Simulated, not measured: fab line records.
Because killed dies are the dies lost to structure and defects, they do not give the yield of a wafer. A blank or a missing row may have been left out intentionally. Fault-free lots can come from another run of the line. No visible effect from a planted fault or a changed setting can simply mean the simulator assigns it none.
A lot that was struck, set against a sound lot | flow gf180mcu | 16 steps out of a route of 602
Sound: wafers L624.2, L624.3, L624.5. Wafers L629.1, L629.4, L629.6 were the ones struck. The cause is given at the end.
Each step with rows lists, per side, the tool, then ch with its chambers, then its first start. Under that, the readings that differ: sound wafers | struck wafers | difference of the means | sigmas: that difference in standard deviations of wafers without a fault.
alike: readings whose means differ by less than 2 such deviations, and words and numbers that are the same on both sides. not compared: withheld readings, readings that some wafer has no value for, bounds like >300 that may hide the same value, and numbers for which the record gives no deviation and whose values overlap.
Wherever a step has rows on one side only, a row that says differs or no value, or a row with sigmas, the two part there. When numbers do not overlap yet have no deviation, they are printed without sigmas and do not part them. A reading missing from all wafers of one side parts the sides only when that side holds two or more wafers.

first, 7 steps without rows for these wafers: GF_HV_LDD_DEHYDRATE_24 (time 60 s); GF_HV_LDD_HMDS_25 (prime time 60 s); GF_HV_LDD_COAT_26 (resist thk 1000 nm); GF_HV_LDD_SOFTBAKE_27 (time 60 s); GF_HV_LDD_EXPOSE_28 (exposes mask Nplus HV AREA, target cd 400 nm); GF_HV_LDD_PEB_29; GF_HV_LDD_DEVELOP_30 (develop time 60 s).
GF_HV_LDD_CD_MEAS_31: the cd target is 400 nm.
  struck on cd-sem-02, day 17 18:17; sound on cd-sem-02, day 16 02:57
  alike: cd-nm
GF_HV_LDD_OVL_MEAS_32:
  struck on overlay-01, day 17 18:24; sound on overlay-02, day 16 03:03
  alike: HV_LDD_02_OVL
then, 3 steps without rows for these wafers: GF_HV_LDD_IMPLANT_33; GF_HV_LDD_IMPLANT_34; GF_HV_LDD_IMPLANT_35.
GF_HV_LDD_IMPLANT_36:
  sound on implanter-04 ch 0, day 16 03:34; struck on implanter-01 ch 0, day 17 18:53
  reading            | sound                        | struck                           | difference  | sigmas
  dose-ions-cm2      | 7.477e+12 7.49e+12 7.489e+12 | 3.5193e+13 3.5204e+13 3.5204e+13 | +2.7715e+13 | +99 or more
  faraday-current-uA | 41.0 43.1 41.8               | 199.3 207.1 206.9                | +162.5      | +99 or more
  alike: rotation-deg
GF_HV_LDD_STRIP_37: strips in O2/N2.
  sound on plasma-asher-02 ch 0,1, day 16 03:41; struck on plasma-asher-02 ch 0,1, day 17 19:02
  alike: drypump-motor-current-A, heater-power-w, o2-flow-sccm, oes-product-au, platen-temp-c, strip-time-to-endpoint-s
  not compared: rf-hours-counter-h
GF_HV_LDD_TW_MEAS_38:
  struck on film-metro-03, day 17 19:22; sound on film-metro-04, day 16 03:47
  reading     | sound          | struck         | difference | sigmas
  HV_LDD_3_TW | 1459 1444 1450 | 1757 1761 1771 | +312       | +50
  not compared: hold
GF_PASSIVATION_PROBE_99:
  rows exist in the record for the sound wafers here (prober-01, day 33 02:56), none for the struck ones

== WHERE THEY PART ==
At GF_HV_LDD_IMPLANT_36 first; at GF_PASSIVATION_PROBE_99 last (within this record only).

WHY: what the simulator had put in
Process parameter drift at GF_HV_LDD_IMPLANT_36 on implanter-01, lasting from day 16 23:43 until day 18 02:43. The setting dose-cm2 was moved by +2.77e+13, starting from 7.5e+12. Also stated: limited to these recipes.
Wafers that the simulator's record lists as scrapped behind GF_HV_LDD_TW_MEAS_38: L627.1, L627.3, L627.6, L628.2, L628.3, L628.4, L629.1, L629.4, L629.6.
